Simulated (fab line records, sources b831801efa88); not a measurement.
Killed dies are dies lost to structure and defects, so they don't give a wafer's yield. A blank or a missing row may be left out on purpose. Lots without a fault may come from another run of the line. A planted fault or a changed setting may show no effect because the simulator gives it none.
fab line records | flow sfq_line
record lots=5 wafers=15 last_day=91
route steps=325 shown I0@50 M1@58
lots that met no fault: from a run of the same line without faults
start_h: hours from the record's first day to the start of the lot's first wafer shown | wait_h: hours since the lot's step before | " the same as in the row above | L1.1+2: a row that stands for several wafers | - no value, or no start given | * or withheld: withheld | < > ~ a bound
route shown NAME@n: a module of which the file shows steps, and the number in the route of the first | usual: mean/standard deviation of fault-free wafers | same: alike in all rows | chamber/n: place in a boat | sites: the reading at each site | _std_site: their standard deviation | _edge_site: outer sites' mean less inner sites' | radius_mm: how far each site lies from the wafer's centre | mask NAME#n: copy n | behind: the tool/chamber that last shaped the wafer | hold: why the lot was held/for how many hours/how that ended | device: the transistor (n, p or np) that didn't switch | end of line: the same wafers' tests at the end of the route | a step without rows: its recipe alone | killed: dies lost to structure and defects at the first sort, not the wafer's yield | map: a wafer's dies, x killed, . not, _ none there
set.NAME: the setting as run; set.NAME@STEP: as run at that earlier step | model.NAME: the simulator's own value behind a step, which no gauge read
lots at some steps of the route; a table a step, a row a wafer
services: from which hour (start_h, from the record's first day; less than 0 if before it) a tool's chamber was out of use, for how many hours, and why
## steps
# step SFQ_TRILAYER_I0_VIA_LITHO_EXPOSE_032
# recipe mask_id=I0 na=0.6 source_shape=conventional sigma_outer=0.65 target_cd_nm=500 dose_mj=21.3
# step SFQ_TRILAYER_I0_VIA_LITHO_PEB_034
# recipe peb_temp_c=115 peb_time_s=60 resist=KrF
# step SFQ_TRILAYER_I0_VIA_LITHO_DEVELOP_033
# recipe time_s=60 resist=KrF
# step SFQ_I0_OVL_MEAS_908
# usual I0_OVL=-1/4.7
# columns lot.wafer tool chamber start_h wait_h I0_OVL[nm]
L376.1 overlay-02 - 450.91 0.1 -1
L376.2 " - " " -4
L376.4 " - " " -5
L383.2 overlay-01 - 521.79 0.1 -6
L383.3 " - " " -6
L383.6 " - " " -4
L384.1 overlay-02 - 525.38 0.1 0
L384.2 " - " " 4
L384.6 " - " " -2
L386.1 overlay-02 - 554.18 0.1 -5
L386.2 " - " " -6
L386.3 " - " " 1
L387.2 overlay-01 - 566.19 0.1 1
L387.3 " - " " -4
L387.4 " - " " -6
# step SFQ_TRILAYER_I0_VIA_BARC_OPEN_VIA_ETCH_046
# recipe mask_material=PR chemistry=O2 target_depth_nm=125 target=BARC source_w=500 bias_w=80 pressure_mtorr=30 time_s=41.7
# usual drypump_motor_current_A=5.7/0.35 oes_product_au=0.685/0.0044
# columns lot.wafer tool chamber start_h wait_h drypump_motor_current_A oes_product_au rf_hours_counter_h
L376.1 rie_diel-04 2 450.95 0.0 5.5 0.685 72
L376.2 " 1 " " 6.2 0.683 104
L376.4 " 0 " " 5.4 0.690 12
L383.2 rie_diel-01 0 521.82 0.0 6.2 0.687 5
L383.3 " 1 " " 5.4 0.681 26
L383.6 " 3 " " 5.4 0.686 -
L384.1 rie_diel-04 3 525.42 0.0 5.9 0.687 5
L384.2 " 0 " " 5.4 0.690 13
L384.6 " 1 " " 6.2 0.685 -
L386.1 rie_diel-01 0 554.22 0.0 6.3 0.691 5
L386.2 " 2 " " 5.5 0.681 22
L386.3 " 1 " " 5.4 0.688 26
L387.2 rie_diel-02 2 566.22 0.0 5.9 0.688 5
L387.3 " 1 " " 5.2 0.697 0
L387.4 " 0 " " 5.9 0.680 4
# step SFQ_TRILAYER_I0_VIA_ETCH_VIA_ETCH_034
# recipe target=SiO2 stop_on=Nb mask_material=PR taper_deg=20 chemistry=CHF3 target_depth_nm=260 source_w=500 bias_w=80 pressure_mtorr=30 time_s=withheld
# usual drypump_motor_current_A=5.7/0.34 oes_product_au=0.854/0.0051
# columns lot.wafer tool chamber start_h wait_h drypump_motor_current_A oes_product_au
L376.1 rie_diel-04 2 450.99 0.0 5.5 0.850
L376.2 " 1 " " 6.2 0.849
L376.4 " 0 " " 5.5 0.851
L383.2 rie_diel-01 0 521.86 0.0 6.3 0.854
L383.3 " 1 " " 5.4 0.861
L383.6 " 3 " " 5.4 0.859
L384.1 rie_diel-04 3 525.46 0.0 5.9 0.851
L384.2 " 0 " " 5.5 0.849
L384.6 " 1 " " 6.2 0.857
L386.1 rie_diel-01 0 554.26 0.0 6.2 0.854
L386.2 " 2 " " 5.5 0.858
L386.3 " 1 " " 5.4 0.851
L387.2 rie_diel-02 2 566.26 0.0 5.9 0.856
L387.3 " 1 " " 5.2 0.858
L387.4 " 0 " " 5.9 0.856
# step SFQ_TRILAYER_I0_VIA_STRIP_STRIP_035
# recipe gas=O2 power_w=200 platen_temp_c=40 overash_fraction=0.65 chemistry=O2 pressure_mtorr=50
# usual drypump_motor_current_A=6.2/0.33 oes_product_au=1.001/0.0066 platen_temp_c=39.99/0.1
# columns lot.wafer tool chamber start_h wait_h drypump_motor_current_A oes_product_au platen_temp_c rf_hours_counter_h
L376.1 rie_metal-04 0 451.10 - 6.5 1.011 39.91 156
L376.2 " 0 " " 6.5 1.000 39.93 -
L376.4 " 0 " " 6.5 0.997 39.81 -
L383.2 rie_metal-04 1 521.97 - 6.6 0.998 39.98 13
L383.3 " 0 " " 6.5 1.010 39.85 -
L383.6 " 0 " " 6.5 1.004 39.90 -
L384.1 rie_metal-03 1 525.57 - 6.1 1.005 39.92 45
L384.2 " 0 " " 6.3 1.003 40.25 59
L384.6 " 1 " " 6.1 1.001 40.06 -
L386.1 rie_metal-02 1 554.37 - 5.6 1.001 39.88 14
L386.2 " 0 " " 6.1 1.000 40.02 71
L386.3 " 1 " " 5.6 1.001 40.02 -
L387.2 rie_metal-02 0 566.37 - 6.1 1.009 39.84 72
L387.3 " 0 " " 6.1 0.993 40.11 -
L387.4 " 1 " " 5.6 1.005 39.85 -
# step SFQ_TRILAYER_I0_VIA_STRIP_SOLV_CLEAN_036
# recipe chemistry=NMP temp_c=70 time_s=600
# step SFQ_TRILAYER_M1_DEP_PRE_CLEAN_038
# recipe gas=Ar time_s=22.5 bias_v=250
# step SFQ_TRILAYER_M1_DEP_SPUTTER_037
# recipe material=Nb base_pressure_pa=1.33e-06 chamber_pressure_pa=0.1333 substrate_temp_c=20 resputter_cathode_voltage_v=400 target_thk_nm=200 power_w=2000 time_s=133.3
# usual throttle_valve_pct=30.1/0.99
# columns lot.wafer tool chamber start_h wait_h throttle_valve_pct
L376.1 pvd_sputter-05 - 452.50 0.0 29.8
L376.2 " - " " 29.1
L376.4 " - " " 29.2
L383.2 pvd_sputter-03 - 522.79 0.0 29.9
L383.3 " - " " 31.5
L383.6 " - " " 31.9
L384.1 pvd_sputter-05 - 526.38 0.0 29.4
L384.2 " - " " 30.1
L384.6 " - " " 29.8
L386.1 pvd_sputter-03 - 555.18 0.0 29.9
L386.2 " - " " 29.0
L386.3 " - " " 31.6
L387.2 pvd_sputter-03 - 567.18 0.0 30.1
L387.3 " - " " 31.6
L387.4 " - " " 31.7
# step SFQ_M1_RS_MEAS_909
# recipe thk_meas_gauge=four-point-probe reads=Nb_of_TRILAYER_M1_DEP_SPUTTER_037
# usual M1_NB_RS=0.884/0.0099
# columns lot.wafer tool chamber start_h wait_h M1_NB_RS[ohm/sq]
L376.1 film_metro-03 - 452.59 0.0 0.890
L376.2 " - " " 0.893
L376.4 " - " " 0.892
L383.2 film_metro-01 - 522.90 0.1 0.883
L383.3 " - " " 0.889
L383.6 " - " " 0.890
L384.1 film_metro-02 - 526.47 0.0 0.867
L384.2 " - " " 0.867
L384.6 " - " " 0.867
L386.1 film_metro-03 - 555.27 0.0 0.870
L386.2 " - " " 0.872
L386.3 " - " " 0.870
L387.2 film_metro-02 - 567.29 0.1 0.873
L387.3 " - " " 0.880
L387.4 " - " " 0.876
# step SFQ_TRILAYER_M1_LITHO_COAT_044
# recipe resist=BARC spin_rpm=3000 resist_thk_nm=62
# usual chill_plate_temp_C=22.98/0.095 resist_line_temp_C=22.99/0.099
# columns lot.wafer tool chamber start_h wait_h chill_plate_temp_C resist_line_temp_C model.BARC_of_TRILAYER_M1_LITHO_COAT_044.thk_nm
L376.1 litho_track-02 0 452.77 0.1 22.90 22.87 66.5
L376.2 " 0 " " 22.82 22.83 62.2
L376.4 " 0 " " 22.93 22.89 62.27
L383.2 litho_track-02 0 523.11 0.1 22.86 22.99 62.1
L383.3 " 0 " " 23.08 22.97 62
L383.6 " 0 " " 22.96 22.90 62.14
L384.1 litho_track-02 0 526.65 0.1 23.04 22.94 62.06
L384.2 " 0 " " 23.00 23.11 62.03
L384.6 " 0 " " 23.05 22.89 62.14
L386.1 litho_track-01 0 555.45 0.1 22.91 23.10 62.18
L386.2 " 0 " " 23.00 23.21 62.2
L386.3 " 0 " " 22.85 23.07 62.14
L387.2 litho_track-02 0 567.50 0.1 22.73 22.99 62.27
L387.3 " 0 " " 22.73 22.76 62.38
L387.4 " 0 " " 22.87 22.69 62.34
# step SFQ_TRILAYER_M1_LITHO_COAT_039
# recipe resist=KrF spin_rpm=3000 resist_thk_nm=600
# step SFQ_TRILAYER_M1_LITHO_SOFTBAKE_043
# recipe temp_c=withheld time_s=withheld resist=KrF
# step SFQ_TRILAYER_M1_LITHO_EXPOSE_040
# recipe mask_id=M1 na=0.6 source_shape=conventional sigma_outer=0.65 target_cd_nm=500 dose_mj=14.4
# step SFQ_TRILAYER_M1_LITHO_PEB_042
# recipe peb_temp_c=115 peb_time_s=60 resist=KrF
# step SFQ_TRILAYER_M1_LITHO_DEVELOP_041
# recipe time_s=60 resist=KrF
# step SFQ_M1_OVL_MEAS_911
# usual M1_OVL=-2/5.8
# columns lot.wafer tool chamber start_h wait_h M1_OVL[nm]
L376.1 overlay-01 - 610.78 0.1 2
L376.2 " - " " -9
L376.4 " - " " -3
L383.2 overlay-02 - 679.15 0.1 -1
L383.3 " - " " -3
L383.6 " - " " -3
L384.1 overlay-02 - 682.74 0.1 3
L384.2 " - " " 6
L384.6 " - " " -1
L386.1 overlay-01 - 706.56 0.1 -8
L386.2 " - " " -5
L386.3 " - " " -5
L387.2 overlay-01 - 716.17 0.1 -3
L387.3 " - " " -4
L387.4 " - " " -3
# step SFQ_TRILAYER_M1_BARC_OPEN_METAL_ETCH_054
# recipe mask_material=PR chemistry=O2 target_depth_nm=125 target=BARC icp_w=600 bias_w=80 pressure_mtorr=10 time_s=41.7
# usual drypump_motor_current_A=5.9/0.44 oes_product_au=0.686/0.0046
# columns lot.wafer tool chamber start_h wait_h drypump_motor_current_A oes_product_au rf_hours_counter_h model.etch.depth_nm
L376.1 rie_metal-02 1 610.81 0.0 5.6 0.705 21 66.5
L376.2 " 0 " " 6.0 0.693 78 62.2
L376.4 " 1 " " 5.6 0.689 - 62.27
L383.2 rie_metal-01 0 679.18 0.0 5.4 0.682 19 62.1
L383.3 " 1 " " 5.6 0.678 - 62
L383.6 " 1 " " 5.6 0.688 - 62.14
L384.1 rie_metal-02 1 682.78 0.0 5.6 0.685 30 62.06
L384.2 " 0 " " 6.1 0.685 87 62.03
L384.6 " 0 " " 6.1 0.687 - 62.14
L386.1 rie_metal-04 0 706.60 0.0 6.5 0.684 29 62.18
L386.2 " 1 " " 6.7 0.684 34 62.2
L386.3 " 1 " " 6.6 0.685 - 62.14
L387.2 rie_metal-01 1 716.20 0.0 5.6 0.685 98 62.27
L387.3 " 0 " " 5.4 0.690 - 62.38
L387.4 " 1 " " 5.6 0.691 - 62.34
# step SFQ_TRILAYER_M1_ETCH_METAL_ETCH_042
# recipe target=Nb stop_on=SiO2 mask_material=PR chemistry=Cl2/Ar target_depth_nm=240 icp_w=600 bias_w=80 pressure_mtorr=10 time_s=120
# usual drypump_motor_current_A=5.9/0.44 oes_product_au=0.897/0.0075
# columns lot.wafer tool chamber start_h wait_h drypump_motor_current_A oes_product_au rf_hours_counter_h
L376.1 rie_metal-02 1 610.87 0.0 5.6 0.900 21
L376.2 " 0 " " 6.1 0.882 78
L376.4 " 1 " " 5.6 0.890 -
L383.2 rie_metal-01 0 679.24 0.0 5.4 0.897 19
L383.3 " 1 " " 5.6 0.902 -
L383.6 " 1 " " 5.6 0.900 -
L384.1 rie_metal-02 1 682.84 0.0 5.6 0.900 30
L384.2 " 0 " " 6.0 0.899 87
L384.6 " 0 " " 6.1 0.908 -
L386.1 rie_metal-04 0 706.66 0.0 6.4 0.908 29
L386.2 " 1 " " 6.7 0.895 34
L386.3 " 1 " " 6.6 0.913 -
L387.2 rie_metal-01 1 716.26 0.0 5.6 0.899 98
L387.3 " 0 " " 5.4 0.898 -
L387.4 " 1 " " 5.6 0.898 -
## services
# columns tool chamber start_h hours kind
rie_metal-02 0 429.62 5.2 repair
rie_diel-04 2 435.86 2.8 repair
rie_diel-02 1 436.02 3.8 repair
pvd_sputter-03 - 450.03 4.1 repair
rie_diel-02 3 451.22 5.3 repair
rie_diel-01 - 452.69 2.8 pm
rie_diel-04 1 458.96 11.8 repair
rie_diel-02 - 468.26 1.0 repair
rie_diel-01 1 471.85 3.0 repair
rie_metal-04 0 478.22 4.9 repair
pvd_sputter-03 - 487.64 1.0 repair
pvd_sputter-05 - 495.72 0.7 repair
rie_metal-04 - 506.21 0.4 repair
rie_diel-02 2 510.30 11.8 repair
rie_metal-04 1 548.37 21.0 repair
pvd_sputter-03 - 549.10 2.4 repair
pvd_sputter-03 - 563.06 2.6 repair
rie_diel-04 - 568.90 0.9 repair
rie_metal-04 - 617.93 14.6 pm
rie_diel-04 0 639.62 4.0 repair
rie_diel-01 2 680.89 6.5 repair
pvd_sputter-03 - 696.18 2.8 repair
rie_metal-04 - 704.99 0.8 repair
rie_diel-01 1 713.15 8.4 repair
## key
first_sign step=SFQ_TRILAYER_M1_BARC_OPEN_METAL_ETCH_054 reading=oes_product_au direction=up sigmas=4.1 usual=0.686 struck=0.705
effect none on later readings
model_effect step=SFQ_TRILAYER_M1_LITHO_COAT_044 value=BARC_of_TRILAYER_M1_LITHO_COAT_044.thk_nm without=62.1 struck=66.5
model_effect step=SFQ_TRILAYER_M1_BARC_OPEN_METAL_ETCH_054 value=etch.depth_nm without=62.1 struck=66.5
met_at SFQ_TRILAYER_M1_LITHO_COAT_044
struck_wafers L376.1
fault kind=process_parameter_drift tool=litho_track-02 chamber=- onset_h=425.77 steps=SFQ_TRILAYER_M1_LITHO_COAT_044 channel=resist_thk_nm offset=4.3862 shape=step end_h=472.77 scope=struck_wafers_only acts_in=these_recipes_only stated=62
